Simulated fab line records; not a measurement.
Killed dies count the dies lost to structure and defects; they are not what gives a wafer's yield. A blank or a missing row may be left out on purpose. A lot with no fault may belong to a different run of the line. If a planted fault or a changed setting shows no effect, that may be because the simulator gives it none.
Which of the tools did it? :: flow gf180mcu :: 12 lots, 36 wafers sampled, at 3 steps of a route of 602

WHAT THE GAUGES SHOWED, per wafer
GF_V2_CD_MEAS_14: target cd 260 nm.
lot: L075
measured: day 20 17:14
on: cd-sem-01
cd-nm (nm): 257.8 258.7 257.7

lot: L077
measured: day 21 16:28
on: cd-sem-01
cd-nm (nm): 260.9 260.9 260.1

lot: L079
measured: day 22 11:56
on: cd-sem-02
cd-nm (nm): 258.6 259.7 259.8

lot: L081
measured: day 23 03:35
on: cd-sem-02
cd-nm (nm): 260.2 259.5 258.2

lot: L083
measured: day 23 19:59
on: cd-sem-01
cd-nm (nm): 259.9 261.4 261.0

lot: L085
measured: day 24 10:52
on: cd-sem-02
cd-nm (nm): 258.7 259.7 258.2

lot: L087
measured: day 25 02:43
on: cd-sem-02
cd-nm (nm): 260.3 259.4 259.3

lot: L089
measured: day 25 16:34
on: cd-sem-01
cd-nm (nm): 259.0 259.7 257.8

lot: L091
measured: day 26 06:04
on: cd-sem-02
cd-nm (nm): 260.3 260.5 261.7

lot: L093
measured: day 26 21:07
on: cd-sem-02
cd-nm (nm): 263.0 260.5 260.8

lot: L095
measured: day 27 08:59
on: cd-sem-01
cd-nm (nm): 259.3 259.5 258.6

lot: L097
measured: day 27 21:23
on: cd-sem-02
cd-nm (nm): 260.2 259.1 259.3

TOOL THAT RAN EACH LOT (tool first, then ch and the chambers of the sampled wafers, then the start)
lot: L075
GF_V1_CMP_26: cmp-02 ch 0,3, day 18 14:47
GF_M2_SPUTTER_01: pvd-sputter-01, day 18 15:11

lot: L077
GF_V1_CMP_26: cmp-01 ch 0,1, day 19 14:37
GF_M2_SPUTTER_01: pvd-sputter-01, day 19 15:01

lot: L079
GF_V1_CMP_26: cmp-01 ch 1,2, day 20 10:36
GF_M2_SPUTTER_01: pvd-sputter-01, day 20 10:57

lot: L081
GF_V1_CMP_26: cmp-02 ch 2,3, day 21 03:22
GF_M2_SPUTTER_01: pvd-sputter-04, day 21 03:43

lot: L083
GF_V1_CMP_26: cmp-01 ch 0,1,3, day 21 19:44
GF_M2_SPUTTER_01: pvd-sputter-02, day 21 19:59

lot: L085
GF_V1_CMP_26: cmp-02 ch 0,1,3, day 22 11:30
GF_M2_SPUTTER_01: pvd-sputter-02, day 22 11:48

lot: L087
GF_V1_CMP_26: cmp-02 ch 0,2,3, day 23 04:32
GF_M2_SPUTTER_01: pvd-sputter-01, day 23 04:50

lot: L089
GF_V1_CMP_26: cmp-02 ch 2,3, day 23 20:14
GF_M2_SPUTTER_01: pvd-sputter-04, day 23 20:38

lot: L091
GF_V1_CMP_26: cmp-02 ch 0,1,2, day 24 08:52
GF_M2_SPUTTER_01: pvd-sputter-02, day 24 09:16

lot: L093
GF_V1_CMP_26: cmp-01 ch 0,1,2, day 25 01:37
GF_M2_SPUTTER_01: pvd-sputter-02, day 25 02:01

lot: L095
GF_V1_CMP_26: cmp-01 ch 1,2, day 25 13:23
GF_M2_SPUTTER_01: pvd-sputter-02, day 25 13:47

lot: L097
GF_V1_CMP_26: cmp-01 ch 1,2, day 26 02:03
GF_M2_SPUTTER_01: pvd-sputter-02, day 26 02:24
- GF_V1_CMP_26: polishes, stops on SiO2, t overpolish 15 s, target thk 0 nm.
- GF_M2_SPUTTER_01: material TiN, target thk 30 nm, time 25 s.

THE ANSWER, worked out from the rows above alone
Rule: the lots themselves supply what counts as usual. Put in order of their means at a reading, lots are off if they are a third of the lots or fewer, leave a main group of 4 or more, and stand apart from it by a gap of 3 or more times the standard deviation of the main group's means; of several such gaps the widest counts. If all means in a main group match to the digits the tables above print for the reading, that group is not used. A lot without any number at a reading at which 4 lots or more have one is off too. Where the step has rows for the other lots, those lots are counted as sound.
No lot is off at any reading shown: from this, nothing can be told.

WHAT THE SIMULATOR HAD PUT IN
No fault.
